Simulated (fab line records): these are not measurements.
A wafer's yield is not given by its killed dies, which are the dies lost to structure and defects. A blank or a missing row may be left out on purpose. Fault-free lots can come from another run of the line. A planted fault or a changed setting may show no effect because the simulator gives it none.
Which tool is to blame? + flow sky130 + Sampling: 24 lots, 72 wafers, 4 of 708 route steps

## WHAT THE GAUGES READ, wafer by wafer
SKY_NWELL_OVL_MEAS_10. Usual: for NWELL_00_OVL the level is -1.1 nm and the standard deviation is 1.5.
| lot  | measured     | on         | NWELL_00_OVL (nm) | flag |
|------|--------------|------------|-------------------|------|
| L074 | day 4 15:40  | overlay-01 | -1.3 -1.4 0.3     |      |
| L075 | day 4 20:56  | overlay-02 | -2.9 -3.8 -2.1    |      |
| L076 | day 5 05:06  | overlay-01 | -1.0 -0.2 -3.3    |      |
| L077 | day 5 10:29  | overlay-02 | 1.1 -1.3 0.9      |      |
| L078 | day 5 15:24  | overlay-02 | -2.0 -3.8 -2.4    |      |
| L079 | day 5 18:02  | overlay-02 | -2.1 -3.0 -1.5    |      |
| L080 | day 5 20:02  | overlay-02 | -3.6 1.1 -3.0     |      |
| L081 | day 6 01:23  | overlay-02 | -2.7 -1.5 -2.2    |      |
| L082 | day 6 03:20  | overlay-01 | -2.4 -2.2 -2.2    |      |
| L083 | day 6 06:23  | overlay-02 | -0.9 -1.5 -0.6    |      |
| L084 | day 6 08:16  | overlay-02 | 1.4 1.8 1.7       |      |
| L085 | day 6 09:52  | overlay-02 | -3.8 -2.8 -2.4    |      |
| L086 | day 6 11:11  | overlay-02 | -0.6 -0.9 -0.7    |      |
| L087 | day 6 12:32  | overlay-01 | 2.5 0.7 -0.7      |      |
| L088 | day 10 13:07 | overlay-02 | -1.0 0.9 -0.6     |      |
| L089 | day 10 21:25 | overlay-01 | 1.0 -1.6 0.5      |      |
| L093 | day 11 00:49 | overlay-02 | 0.6 1.7 2.1       |      |
| L091 | day 11 01:11 | overlay-01 | -2.3 -1.7 -1.9    |      |
| L092 | day 11 02:33 | overlay-02 | -2.1 -3.1 -0.9    |      |
| L094 | day 11 02:43 | overlay-02 | -1.2 -1.3 -1.3    |      |
| L090 | day 11 03:18 | overlay-01 | -2.6 -0.6 -2.9    |      |
| L095 | day 11 03:26 | overlay-01 | -0.5 -0.5 1.3     |      |
| L097 | day 11 05:40 | overlay-01 | -0.1 -1.3 0.3     |      |
| L096 | day 11 07:15 | overlay-02 | -2.1 -2.5 -3.7    |      |

SKY_NWELL_RS_MEAS_29: uses a four-point probe to measure. Usual: for NWELL_RS the level is 624.5 ohm/sq and the standard deviation is 1.8.
| lot  | measured     | on            | NWELL_RS (ohm/sq) | flag |
|------|--------------|---------------|-------------------|------|
| L074 | day 5 10:16  | film_metro-01 | 626.5 627.4 628.3 |      |
| L075 | day 5 15:52  | film_metro-02 | 626.4 629.1 627.9 |      |
| L076 | day 5 22:09  | film_metro-03 | 624.4 624.8 624.4 |      |
| L077 | day 6 01:14  | film_metro-03 | 621.4 620.1 621.9 |      |
| L078 | day 6 03:31  | film_metro-02 | 624.2 624.8 625.4 |      |
| L079 | day 6 05:41  | film_metro-02 | 623.6 622.1 624.8 |      |
| L080 | day 6 06:37  | film_metro-03 | 625.1 626.2 626.5 |      |
| L081 | day 6 09:26  | film_metro-01 | 628.4 628.4 629.8 |      |
| L082 | day 6 10:53  | film_metro-01 | 626.1 623.3 624.4 |      |
| L083 | day 6 12:41  | film_metro-03 | 623.7 623.4 623.7 |      |
| L084 | day 6 13:25  | film_metro-03 | 625.8 626.3 625.3 |      |
| L085 | day 6 14:13  | film_metro-02 | 624.2 624.3 624.4 |      |
| L086 | day 6 14:55  | film_metro-02 | 622.1 623.1 624.0 |      |
| L087 | day 6 15:40  | film_metro-02 | 624.0 623.8 623.6 |      |
| L088 | day 11 13:49 | film_metro-02 | 623.2 622.4 622.4 |      |
| L089 | day 11 22:11 | film_metro-03 | 624.9 624.2 626.1 |      |
| L093 | day 12 01:51 | film_metro-01 | 623.0 627.6 624.8 |      |
| L091 | day 12 02:22 | film_metro-03 | 625.1 624.6 625.9 |      |
| L092 | day 12 03:56 | film_metro-02 | 621.2 624.0 623.1 |      |
| L094 | day 12 04:14 | film_metro-01 | 625.4 623.2 624.4 |      |
| L090 | day 12 05:06 | film_metro-03 | 624.0 623.9 622.4 |      |
| L095 | day 12 05:10 | film_metro-02 | 623.9 624.7 625.8 |      |
| L097 | day 12 07:45 | film_metro-02 | 622.8 625.2 625.0 |      |
| L096 | day 12 08:59 | film_metro-02 | 624.4 623.7 622.8 |      |

SKY_VT_ADJUST_LVTN_OVL_MEAS_18. Usual: for VT_ADJUST_LVTN_01_OVL the level is -0.4 nm and the standard deviation is 1.5.
| lot  | measured     | on         | VT_ADJUST_LVTN_01_OVL (nm) | flag |
|------|--------------|------------|----------------------------|------|
| L074 | day 8 15:39  | overlay-02 | 0.7 -0.9 -1.5              |      |
| L075 | day 8 18:48  | overlay-02 | -0.8 -0.6 0.7              |      |
| L076 | day 9 01:30  | overlay-01 | -1.9 -2.9 -1.7             |      |
| L077 | day 9 04:15  | overlay-02 | -1.6 -1.2 -1.6             |      |
| L078 | day 9 06:23  | overlay-02 | 0.8 1.4 2.1                |      |
| L079 | day 9 08:31  | overlay-01 | -2.2 1.0 -1.3              |      |
| L080 | day 9 08:54  | overlay-01 | 1.8 1.5 -0.4               |      |
| L081 | day 9 10:00  | overlay-01 | 0.4 -1.9 -1.1              |      |
| L082 | day 9 10:22  | overlay-01 | -1.4 -2.7 -1.3             |      |
| L083 | day 9 12:30  | overlay-02 | 0.2 -0.7 -0.6              |      |
| L084 | day 9 12:48  | overlay-01 | -1.0 -0.3 -0.9             |      |
| L085 | day 9 13:38  | overlay-02 | 0.7 0.3 0.1                |      |
| L086 | day 9 13:56  | overlay-02 | -2.8 0.7 -1.2              |      |
| L087 | day 9 15:01  | overlay-01 | 0.6 -1.3 2.1               |      |
| L088 | day 14 19:36 | overlay-02 | 0.7 -1.7 1.4               |      |
| L089 | day 15 04:32 | overlay-02 | -1.3 -0.5 -3.2             |      |
| L093 | day 15 06:50 | overlay-02 | 0.4 -3.2 -2.0              |      |
| L091 | day 15 07:58 | overlay-01 | 1.6 2.1 2.8                |      |
| L092 | day 15 09:39 | overlay-02 | -3.1 -2.2 -2.3             |      |
| L094 | day 15 09:57 | overlay-02 | 1.7 -0.2 0.8               |      |
| L090 | day 15 10:32 | overlay-02 | 0.0 -0.1 1.0               |      |
| L095 | day 15 11:13 | overlay-02 | -3.9 -0.6 -0.6             |      |
| L097 | day 15 13:07 | overlay-02 | 0.9 -2.5 1.2               |      |
| L096 | day 15 14:38 | overlay-02 | -0.6 -1.9 -2.4             |      |

SKY_SONOS_TUNNEL_CD_MEAS_07: target cd 410 nm. Usual: cd_nm at 409.5 nm, with a standard deviation of 2.
| lot  | measured     | on        | cd_nm (nm)        | flag |
|------|--------------|-----------|-------------------|------|
| L074 | day 12 12:41 | cd_sem-01 | 407.6 407.9 407.7 |      |
| L075 | day 12 17:12 | cd_sem-01 | 408.0 408.3 405.5 |      |
| L076 | day 13 00:04 | cd_sem-01 | 410.6 409.8 410.1 |      |
| L077 | day 13 04:28 | cd_sem-01 | 411.5 409.2 405.5 |      |
| L078 | day 13 06:55 | cd_sem-01 | 406.8 408.3 409.0 |      |
| L079 | day 13 08:49 | cd_sem-01 | 411.7 408.3 411.0 |      |
| L080 | day 13 08:57 | cd_sem-01 | 410.9 408.3 409.9 |      |
| L081 | day 13 09:37 | cd_sem-01 | 409.9 411.3 410.8 |      |
| L082 | day 13 11:56 | cd_sem-01 | 413.4 414.2 411.6 |      |
| L083 | day 13 12:29 | cd_sem-01 | 409.1 407.4 410.2 |      |
| L084 | day 13 12:42 | cd_sem-01 | 407.9 409.5 409.2 |      |
| L085 | day 13 13:59 | cd_sem-01 | 407.2 409.1 407.4 |      |
| L086 | day 13 14:46 | cd_sem-01 | 408.5 408.2 408.2 |      |
| L087 | day 13 16:08 | cd_sem-01 | 413.6 412.1 412.6 |      |
| L088 | day 19 17:28 | cd_sem-02 | 409.5 410.8 407.8 |      |
| L089 | day 20 05:02 | cd_sem-02 | 408.2 406.0 405.9 |      |
| L093 | day 20 09:05 | cd_sem-02 | 411.5 411.0 411.9 |      |
| L091 | day 20 09:55 | cd_sem-02 | 404.5 406.5 406.9 |      |
| L092 | day 20 10:02 | cd_sem-01 | 409.3 409.4 406.7 |      |
| L094 | day 20 10:44 | cd_sem-02 | 413.0 411.0 411.9 |      |
| L090 | day 20 12:41 | cd_sem-02 | 408.4 408.6 410.3 |      |
| L095 | day 20 14:09 | cd_sem-02 | 411.3 409.7 410.4 |      |
| L097 | day 20 15:01 | cd_sem-02 | 410.6 409.2 410.9 |      |
| L096 | day 20 17:49 | cd_sem-02 | 409.5 409.5 406.7 |      |

## WHICH TOOL RAN EACH LOT (tool, then ch and the chambers of the sampled wafers, then the start)
No process step before these readings appears in the record.

## WHAT THE TOOLS THEMSELVES READ (means of the sampled wafers that have a number; where no wafer has one, the mark that the record gives instead)
The record holds no such reading with a usual standard deviation.

## THE ANSWER, worked out from the rows above alone
Rule: a lot counts as off when the mean over its wafers that have a number is more than 3 standard deviations away from the usual mean. Also off: a lot with no number at a reading for which 4 or more lots have one. All remaining lots with rows at the step are treated as sound. After the gauges, taken in route order, come the tools' own readings; for these a lot's mean is taken, as printed above. At the first step where some lot is off, the reading lying furthest off is the one used; lots without a number count as furthest.
None of the lots is off at any reading shown; this tells nothing.

## WHAT THE SIMULATOR PUT IN
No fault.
